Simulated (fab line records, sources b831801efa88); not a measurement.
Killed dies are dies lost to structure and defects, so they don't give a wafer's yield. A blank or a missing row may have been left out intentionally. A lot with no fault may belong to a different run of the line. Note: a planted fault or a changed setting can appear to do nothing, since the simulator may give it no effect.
A lot that was struck, set against a sound lot    flow sky130    14 steps out of a route of 708
Sound: wafers L393.2, L393.3, L393.4. The struck wafers were L403.1, L403.4, L403.5. The cause comes at the end.
Order at every step that has rows: each side's tool, ch and its chambers, its first start. Under that, the readings that differ: sound wafers    struck wafers    difference of the means    sigmas: that difference in standard deviations of wafers without a fault.
alike: readings with means less than 2 such deviations apart, plus words and numbers identical on both sides. not compared: withheld readings, readings lacking a value on some wafer, bounds such as >300 that could conceal the same value, and numbers that have no deviation in the record and whose values overlap.
Wherever a step has rows on one side only, a row that says differs or no value, or a row with sigmas, the two part there. When numbers do not overlap yet have no deviation, they are printed without sigmas and do not part them. Lack of a reading on every wafer of one side parts them only where that side has two or more wafers.

first, 1 step without rows for these wafers: SKY_SONOS_ONO_WET_ETCH_16 (etches SiO2 in dHF, target depth 14 nm, time 280 s).
SKY_SONOS_ONO_STRIP_17: strips in O2/N2.
  sound on plasmaAsher-03 ch 0,1, day 13 19:35; struck on plasmaAsher-03 ch 0,1, day 17 04:16
  alike: drypumpMotorCurrentA, oesProductAu, stripTimeToEndpointS
  not compared: rfHoursCounterH
then, 3 steps without rows for these wafers: SKY_SONOS_ONO_WET_ETCH_18 (etches Si3N4 in H3PO4, target depth 15 nm, time 172 s); SKY_GATE_OXIDE_CLEAN_00 (cleans in SC1/SC2, time 150 s); SKY_GATE_OXIDE_OXIDATION_01 (stabilise 600 s, purge 300 s, target thk 10.268 nm).
SKY_GATE_OXIDE_THK_MEAS_02:
  sound: filmMetro-04 at day 13 22:49; struck: filmMetro-04 at day 17 06:09
  alike: GATE_OXIDE_OXIDATION_00_THK
then, 6 steps without rows for these wafers: SKY_GATE_OXIDE_DEHYDRATE_03 (time 60 s); SKY_GATE_OXIDE_HMDS_04 (prime time 60 s); SKY_GATE_OXIDE_COAT_05 (resist thk 1140 nm); SKY_GATE_OXIDE_SOFTBAKE_06 (time 60 s); SKY_GATE_OXIDE_EXPOSE_07 (exposes mask LVOM, target cd 600 nm); SKY_GATE_OXIDE_PEB_08.
SKY_GATE_OXIDE_DEVELOP_09: develop time 60 s.
  struck on lithoTrack-04, day 18 08:57; sound on lithoTrack-01 ch 0, day 15 00:19
  no value came back on the struck wafers for chillPlateTempC (C), developTimeS (s); on the sound wafers chillPlateTempC (C) reads 22.82 23.00 22.91
SKY_GATE_OXIDE_OVL_MEAS_10:
  sound: overlay-02 at day 15 00:27; struck: overlay-02 at day 18 09:06
reading              sound        struck  difference                     sigmas
GATE_OXIDE_OVL (nm)  1.6 0.2 2.3  - - -   no value on the struck wafers  

## WHERE THEY PART
Last at SKY_GATE_OXIDE_OVL_MEAS_10 as far as this record goes, first at SKY_GATE_OXIDE_DEVELOP_09.

WHY: what had been put in by the simulator
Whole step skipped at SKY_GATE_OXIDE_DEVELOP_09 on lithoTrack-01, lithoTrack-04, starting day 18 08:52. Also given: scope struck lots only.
